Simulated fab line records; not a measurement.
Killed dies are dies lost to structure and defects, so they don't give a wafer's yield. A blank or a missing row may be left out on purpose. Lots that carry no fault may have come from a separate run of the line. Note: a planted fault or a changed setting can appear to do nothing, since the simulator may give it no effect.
fab line records | flow sky130
[record] lots = 11 wafers = 33 last-day = 50
route steps=708 shown VT_ADJUST_PCH@152 SONOS_ONO@181 VIA3@589 PAD_OPEN@708
lots with no fault: from the same line, run without faults
start-h: hours from the record's opening day to when the first of the lot's shown wafers began | wait-h: how many hours have passed since the lot's step before this one | " the same as in the row above | L1.1+2: a row that stands for several wafers | - no value, or no start given | * or withheld: withheld | < > ~ a bound
route shown NAME@n: NAME is a module with steps in the file, n the number in the route of the first one | usual: mean/standard deviation of fault-free wafers | same: alike in all rows | chamber/n: place in a boat | sites: per-site readings | _std_site: their standard deviation | _edge_site: mean of outer sites minus mean of inner sites | radius-mm: how far each site lies from the wafer's centre | mask NAME#n: copy n | behind: the most recent tool/chamber to have shaped the wafer | hold: why the lot went on hold/how many hours it stayed there/how the hold came to an end | device: which transistor (n, p or np) failed to switch | end of line: tests run on the same wafers once the route is complete | for a step that has no rows: nothing shown but its recipe | killed: not the wafer's yield, but the dies lost to structure and defects at the first sort | map: per-die view of a wafer (x killed, . not killed, _ where there is no die)
set.NAME: the run value of the setting; set.NAME@STEP: its run value at that earlier step | model.NAME: the simulator's own value behind a step, which no gauge read
a sample of lots followed through the steps of the route, with each step as a table and each wafer as a row
services: from which hour (start-h, from the record's first day; less than 0 if before it) a tool's chamber was out of use, for how many hours, and why
[[steps]]
[step SKY_VT_ADJUST_PCH_STRIP_09]
[recipe] chemistry = O2/N2 power-w = 1400 pressure-mtorr = 1500 platen-temp-c = withheld o2-flow-sccm = 3000 n2-flow-sccm = 300 overash-fraction = 0.5
[usual] chamber-pressure-mTorr = 1500.0/1.3 drypump-motor-current-A = 5.7/0.45 oes-product-au = 0.722/0.0051 strip-time-to-endpoint-s = 36.91/0.092
// columns lot.wafer tool chamber start-h wait-h chamber-pressure-mTorr drypump-motor-current-A oes-product-au rf-hours-counter-h strip-time-to-endpoint-s
L669.3 plasma-asher-01 0 218.94 0.1 1499.5 6.4 0.716 - 36.83
L669.4 " 1 " " 1497.8 5.0 0.720 - 36.98
L669.5 " 1 " " 1499.9 5.0 0.726 - 36.96
L671.1 plasma-asher-03 0 229.85 0.1 1501.8 5.7 0.717 11 36.91
L671.2 " 1 " " 1499.1 5.7 0.725 11 37.05
L671.6 " 0 " " 1500.2 5.8 0.725 - 36.98
L672.1 plasma-asher-02 1 239.15 0.1 1500.6 5.4 0.728 43 36.85
L672.5 " 1 " " 1500.2 5.4 0.726 - 36.80
L672.6 " 0 " " 1498.8 6.1 0.730 - 36.80
L673.1 plasma-asher-03 0 247.60 0.1 1501.5 5.8 0.717 13 37.04
L673.3 " 1 " " 1501.4 5.7 0.719 - 37.14
L673.6 " 1 " " 1498.0 5.7 0.720 - 37.19
L675.1 plasma-asher-02 0 261.12 0.1 1498.6 6.1 0.719 45 36.92
L675.3 " 1 " " 1500.3 5.5 0.719 - 36.78
L675.5 " 1 " " 1501.1 5.5 0.721 - 36.84
L676.2 plasma-asher-01 1 269.08 0.1 1501.4 5.0 0.719 53 36.88
L676.3 " 0 " " 1499.4 6.4 0.721 - 36.87
L676.6 " 0 " " 1501.1 6.4 0.724 - 36.83
L681.1 plasma-asher-01 0 304.45 0.1 1499.1 6.4 0.717 57 36.97
L681.2 " 1 " " 1498.6 5.0 0.719 57 36.91
L681.6 " 0 " " 1501.6 6.4 0.721 - 36.98
L685.1 plasma-asher-03 0 334.98 0.1 1498.7 5.8 0.719 22 36.84
L685.3 " 1 " " 1499.7 5.7 0.712 - 36.86
L685.4 " 0 " " 1498.7 5.8 0.721 - 36.88
L686.1 plasma-asher-01 0 342.87 0.1 1498.7 6.4 0.712 60 36.99
L686.5 " 0 " " 1501.4 6.4 0.734 - 36.90
L686.6 " 1 " " 1501.2 5.0 0.722 - 36.86
L691.1 plasma-asher-03 0 381.25 0.1 1500.8 5.8 0.718 26 36.90
L691.3 " 0 " " 1500.1 5.7 0.720 - 36.95
L691.6 " 0 " " 1499.5 5.7 0.710 - 36.95
L692.2 plasma-asher-03 0 385.88 0.1 1499.1 5.7 0.734 27 36.88
L692.3 " 1 " " 1501.7 5.7 0.728 - 36.79
L692.5 " 1 " " 1501.9 5.7 0.716 - 36.78
[step SKY_SONOS_ONO_CD_MEAS_13]
[recipe] target-cd-nm = 410
[usual] cd-nm = 410.3/2.1
// columns lot.wafer tool chamber start-h wait-h cd-nm
L669.3 cd-sem-02 - 271.81 0.1 412.9
L669.4 " - " " 413.4
L669.5 " - " " 413.3
L671.1 cd-sem-01 - 283.13 0.1 414.5
L671.2 " - " " 411.9
L671.6 " - " " 413.1
L672.1 cd-sem-01 - 292.32 0.1 411.7
L672.5 " - " " 409.4
L672.6 " - " " 410.4
L673.1 cd-sem-01 - 302.72 0.1 409.1
L673.3 " - " " 408.8
L673.6 " - " " 406.4
L675.1 cd-sem-02 - 315.83 0.1 411.0
L675.3 " - " " 411.8
L675.5 " - " " 412.2
L676.2 cd-sem-02 - 325.70 0.1 410.5
L676.3 " - " " 410.1
L676.6 " - " " 410.0
L681.1 cd-sem-01 - 360.12 0.1 407.5
L681.2 " - " " 407.7
L681.6 " - " " 407.3
L685.1 cd-sem-01 - 396.13 0.1 411.3
L685.3 " - " " 409.0
L685.4 " - " " 409.1
L686.1 cd-sem-02 - 405.12 0.1 409.8
L686.5 " - " " 408.3
L686.6 " - " " 406.7
L691.1 cd-sem-02 - 448.02 0.1 411.3
L691.3 " - " " 408.7
L691.6 " - " " 411.3
L692.2 cd-sem-01 - 455.99 0.1 406.3
L692.3 " - " " 408.1
L692.5 " - " " 407.6
[step SKY_SONOS_ONO_ETCH_15]
[recipe] target-depth-nm = 19.52 chemistry = CHF3/O2 source-w = 600 bias-w = 200 pressure-mtorr = 40 chf3-flow-sccm = 50 O2_flow_sccm = 5 time-s = 7.8
[usual] drypump-motor-current-A = 5.8/0.39 oes-product-au = 1.004/0.0098 throttle-valve-pct = 8.825/0.0092
// columns lot.wafer tool chamber start-h wait-h drypump-motor-current-A oes-product-au rf-hours-counter-h throttle-valve-pct
L669.3 rie-diel-03 3 271.92 0.0 6.3 0.984 1 8.814
L669.4 " 1 " " 5.3 1.006 6 8.813
L669.5 " 3 " " 6.2 0.985 - 8.826
L671.1 rie-diel-04 1 283.29 0.0 5.8 1.009 43 8.819
L671.2 " 0 " " 5.9 0.994 123 8.824
L671.6 " 0 " " 5.9 1.009 - 8.840
L672.1 rie-diel-04 2 292.47 0.0 6.4 1.001 45 8.810
L672.5 " 0 " " 5.9 0.999 - 8.820
L672.6 " 3 " " 5.4 1.008 - 8.821
L673.1 rie-diel-04 3 302.87 0.0 5.4 1.013 92 8.822
L673.3 " 0 " " 5.9 1.004 123 8.836
L673.6 " 1 " " 5.8 1.017 - 8.834
L675.1 rie-diel-04 3 315.99 0.0 5.4 1.020 92 8.834
L675.3 " 1 " " 5.8 1.005 43 8.816
L675.5 " 2 " " 6.4 1.002 - 8.829
L676.2 rie-diel-03 0 325.84 0.0 5.9 0.990 10 8.800
L676.3 " 1 " " 5.3 1.004 7 8.813
L676.6 " 0 " " 5.8 1.004 - 8.848
L681.1 rie-diel-03 0 360.28 0.0 5.8 1.017 11 8.823
L681.2 " 3 " " 6.3 0.992 3 8.828
L681.6 " 3 " " 6.3 0.990 - 8.838
L685.1 rie-diel-03 3 396.29 0.0 6.3 0.990 4 8.830
L685.3 " 0 " " 5.8 1.012 12 8.816
L685.4 " 2 " " 5.5 1.005 - 8.828
L686.1 rie-diel-02 1 405.27 0.0 5.5 1.004 49 8.824
L686.5 " 1 " " 5.5 0.999 - 8.830
L686.6 " 2 " " 6.3 1.003 - 8.845
L691.1 rie-diel-04 0 448.18 0.0 5.9 1.001 2 8.833
L691.3 " 3 " " 5.4 1.014 94 8.832
L691.6 " 3 " " 5.4 1.007 - 8.832
L692.2 rie-diel-03 0 456.13 0.0 5.9 1.025 13 8.818
L692.3 " 3 " " 6.3 0.986 5 8.831
L692.5 " 1 " " 5.3 0.997 - 8.813
[step SKY_VIA3_STRIP_16]
[recipe] chemistry = O2/N2 power-w = 1400 pressure-mtorr = 1500 platen-temp-c = withheld o2-flow-sccm = 3000 n2-flow-sccm = 300 overash-fraction = 0.5
[usual] chamber-pressure-mTorr = 1500.0/1.3 drypump-motor-current-A = 5.7/0.54 oes-product-au = 0.401/0.0045 strip-time-to-endpoint-s = 4.122/0.022
// columns lot.wafer tool chamber start-h wait-h chamber-pressure-mTorr drypump-motor-current-A oes-product-au rf-hours-counter-h strip-time-to-endpoint-s
L669.3 plasma-asher-04 1 920.96 0.1 1498.8 5.2 0.401 - 4.129
L669.4 " 0 " " 1501.1 6.1 0.404 - 4.135
L669.5 " 1 " " 1498.2 5.1 0.403 - 4.125
L671.1 plasma-asher-03 0 926.91 0.0 1500.2 5.7 0.404 81 4.143
L671.2 " 1 " " 1499.3 5.7 0.397 81 4.121
L671.6 " 1 " " 1502.7 5.7 0.400 - 4.142
L672.1 plasma-asher-01 0 941.74 0.0 1503.4 6.4 0.401 20 4.121
L672.5 " 1 " " 1500.6 5.0 0.402 - 4.125
L672.6 " 0 " " 1502.6 6.4 0.401 - 4.120
L673.1 plasma-asher-04 0 946.99 0.0 1500.5 6.1 0.408 52 4.118
L673.3 " 1 " " 1498.3 5.2 0.402 - 4.116
L673.6 " 0 " " 1500.8 6.1 0.398 - 4.109
L675.1 plasma-asher-04 1 961.06 0.0 - - - - -
L675.3 " 0 " " - - - - -
L675.5 " 1 " " - - - - -
L676.2 plasma-asher-04 0 974.04 0.0 - - - - -
L676.3 " 1 " " - - - - -
L676.6 " 0 " " - - - - -
L681.1 plasma-asher-04 0 1003.93 0.0 1499.9 6.1 0.396 58 4.103
L681.2 " 1 " " 1499.4 5.2 0.398 58 4.113
L681.6 " 0 " " 1501.0 6.1 0.410 - 4.109
L685.1 plasma-asher-04 1 1033.99 0.0 1499.5 5.2 0.403 61 4.102
L685.3 " 0 " " 1500.9 6.1 0.397 - 4.100
L685.4 " 1 " " 1501.0 5.2 0.395 - 4.081
L686.1 plasma-asher-01 1 1034.13 0.0 1499.7 5.0 0.403 29 4.086
L686.5 " 0 " " 1499.7 6.4 0.406 - 4.084
L686.6 " 1 " " 1499.4 5.0 0.411 - 4.168
L691.1 plasma-asher-01 1 1068.43 0.0 1498.6 5.0 0.398 33 4.110
L691.3 " 1 " " 1499.5 5.0 0.398 - 4.141
L691.6 " 0 " " 1498.9 6.4 0.405 - 4.122
L692.2 plasma-asher-03 0 1072.98 0.0 1501.7 5.8 0.408 95 4.106
L692.3 " 0 " " 1499.1 5.8 0.398 - 4.098
L692.5 " 0 " " 1501.7 5.8 0.408 - 4.134
[step SKY_PAD_OPEN_PROBE_99]
[usual] defect-limited-yield = 82.5/1.9 killed_at_M0_to_M3 = 42/7.4 killed_at_M4_up = 3.4/1.8 killed-at-contacts = 25/5.4 killed-at-front-end = 15/4.4 killed-at-other = 0.2/0.52 killed-dies = 86/9.3 killed-on-rim = 17/3.9 killed-open = 47/7.6 killed-short = 39/6.5 sort_bin_3_pad_short = 0.9/0.46 sort_bin_5_function = 10.3/1.5 sort_bin_6_memory = 6.3/1.2 sort-n-pass = 406/9.3 sort-yield-pct = 82.5/1.9
[same] gross-dies = 492 killed-at-back-side = 0 sort_bin_4_leakage[%] = 0 sort_bin_8_speed[%] = 0
// columns lot.wafer tool chamber start-h wait-h defect-limited-yield[%] killed_at_M0_to_M3 killed_at_M4_up killed-at-contacts killed-at-front-end killed-at-other killed-dies killed-on-rim killed-open killed-short sort_bin_3_pad_short[%] sort_bin_5_function[%] sort_bin_6_memory[%] sort-n-pass sort-yield-pct[%]
L675.1 prober-02 - 1101.80 0.1 0 448 1 26 17 0 492 96 49 37 1.0 92.9 6.1 0 0
L675.3 prober-02 - 1101.90 0.2 0 443 1 28 20 0 492 96 51 39 0.6 92.5 6.9 0 0
L675.5 prober-02 - 1102.00 0.2 0 450 3 26 13 0 492 96 45 37 0.8 92.7 6.5 0 0
L676.2 prober-01 - 1112.17 0.1 0 455 1 19 17 0 492 96 40 40 1.4 92.5 6.1 0 0
L676.3 prober-01 - 1112.22 0.2 0 438 3 27 24 0 492 96 49 50 1.6 90.4 7.9 0 0
L676.6 prober-01 - 1112.37 0.2 0 434 3 38 17 0 492 96 59 40 0.6 93.9 5.5 0 0
L686.1 prober-02 - 1160.84 0.1 83.1 41 3 26 13 0 83 18 53 30 1.0 8.3 7.5 409 83.1
L686.5 prober-02 - 1161.04 0.2 79.5 55 3 25 18 0 101 18 59 42 1.2 13.0 6.3 391 79.5
L686.6 prober-02 - 1161.09 0.2 84.8 37 7 22 8 1 75 19 37 38 0.8 10.0 4.5 417 84.8
// killed by level:class
L675.1 VIA3:area-sputter=406 CONTACT:geometric-particle:open=15 METAL1:geometric-particle:short=7 METAL2:geometric-particle:short=7 VIA1:geometric-particle:open=6 VIA3:geometric-particle:open=6 LI_CONTACT:geometric-particle:open=5 FIELD_ISO:geometric-particle:short=4
L675.3 VIA3:area-sputter=402 LI_CONTACT:geometric-particle:open=12 VIA1:geometric-particle:open=11 CONTACT:geometric-particle:open=8 METAL2:geometric-particle:short=8 POLY_GATE:geometric-particle:short=6 VIA2:geometric-particle:open=6 VIA3:geometric-particle:open=6
L675.5 VIA3:area-sputter=410 LI_CONTACT:geometric-particle:open=9 CONTACT:geometric-particle:open=7 VIA1:geometric-particle:open=7 LOCAL_INTERCONNECT:geometric-particle:short=6 METAL1:geometric-particle:short=6 VIA2:geometric-particle:open=6 VIA3:geometric-particle:open=6
L676.2 VIA3:area-sputter=412 METAL1:geometric-particle:short=9 VIA1:geometric-particle:open=9 FIELD_ISO:geometric-particle:open=8 CONTACT:geometric-particle:open=6 VIA3:geometric-particle:short=6 VIA1:geometric-particle:short=5 LI_CONTACT:geometric-particle:open=4
L676.3 VIA3:area-sputter=393 LI_CONTACT:geometric-particle:open=11 CONTACT:geometric-particle:open=11 FIELD_ISO:geometric-particle:short=9 METAL2:geometric-particle:short=8 VIA1:geometric-particle:short=7 VIA1:geometric-particle:open=7 VIA3:geometric-particle:open=6
L676.6 VIA3:area-sputter=393 LI_CONTACT:geometric-particle:open=14 VIA1:geometric-particle:open=12 CONTACT:geometric-particle:short=8 VIA3:geometric-particle:open=8 CONTACT:geometric-particle:open=7 LOCAL_INTERCONNECT:geometric-particle:short=5 VIA2:geometric-particle:open=5
L686.1 VIA2:geometric-particle:open=10 LI_CONTACT:geometric-particle:open=8 CONTACT:geometric-particle:open=7 VIA1:geometric-particle:open=7 POLY_GATE:geometric-particle:open=6 VIA3:geometric-particle:open=6 POLY_GATE:geometric-particle:short=4 METAL1:geometric-particle:short=4
L686.5 VIA1:geometric-particle:open=13 VIA2:geometric-particle:open=13 CONTACT:geometric-particle:open=8 FIELD_ISO:geometric-particle:open=7 CONTACT:geometric-particle:short=6 METAL1:geometric-particle:short=6 POLY_GATE:geometric-particle:open=5 LI_CONTACT:geometric-particle:short=5
L686.6 VIA1:geometric-particle:open=12 LOCAL_INTERCONNECT:geometric-particle:short=6 FIELD_ISO:geometric-particle:short=5 VIA3:geometric-particle:open=5 CONTACT:geometric-particle:open=5 METAL4:geometric-particle:short=5 METAL1:geometric-particle:short=5 LI_CONTACT:geometric-particle:open=4
[[services]]
// columns tool chamber start-h hours kind
rie-diel-03 1 207.11 11.8 repair
plasma-asher-03 - 210.47 2.5 repair
rie-diel-03 3 220.28 3.5 repair
rie-diel-03 2 242.39 7.2 repair
plasma-asher-04 - 283.16 2.0 repair
rie-diel-04 1 363.96 4.1 repair
rie-diel-03 - 365.56 0.2 repair
rie-diel-03 1 395.59 8.7 repair
plasma-asher-03 - 411.66 0.6 repair
plasma-asher-04 - 421.25 9.0 pm
plasma-asher-01 - 447.50 4.0 repair
plasma-asher-04 - 507.15 6.7 repair
plasma-asher-03 - 670.43 5.3 repair
plasma-asher-04 - 690.53 5.0 repair
plasma-asher-03 - 718.20 19.1 repair
plasma-asher-01 - 733.75 9.0 pm
plasma-asher-04 - 746.76 2.8 pm
plasma-asher-03 - 808.62 3.0 repair
plasma-asher-04 - 820.15 5.8 repair
plasma-asher-01 - 888.50 3.1 repair
plasma-asher-01 - 922.68 2.8 pm
plasma-asher-03 - 941.30 4.3 pm
plasma-asher-03 - 985.70 5.7 repair
plasma-asher-04 - 1063.70 28.1 pm
[[key]]
[first-sign] step = SKY_VIA3_STRIP_16 reading = tool-record direction = missing
[effect] step = SKY_PAD_OPEN_PROBE_99 reading = sort_bin_5_function direction = up sigmas = 55 usual = 10.3 struck = 92.5
[more-kills-born-at] SKY_VIA3_SPUTTER_20@pvd-sputter-03 = 1218 SKY_VIA3_SPUTTER_20@pvd-sputter-04 = 1198
met-at SKY_VIA3_STRIP_16
struck-lots L675,L676
later-rows-left-out L675.1,L675.3,L675.5,L676.2,L676.3,L676.6
not-acting-at SKY_VT_ADJUST_PCH_STRIP_09,SKY_SONOS_ONO_CD_MEAS_13,SKY_SONOS_ONO_ETCH_15
onset-between 946.99 961.06
[fault] kind = skipped-step-whole tool = plasma-asher-04 chamber = - onset-h = 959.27 steps = SKY_VIA3_STRIP_16 scope = struck-lots-only
// later-rows-left-out: the simulator's readings of these wafers behind a module that went badly wrong aren't trusted and aren't shown, but for the sort
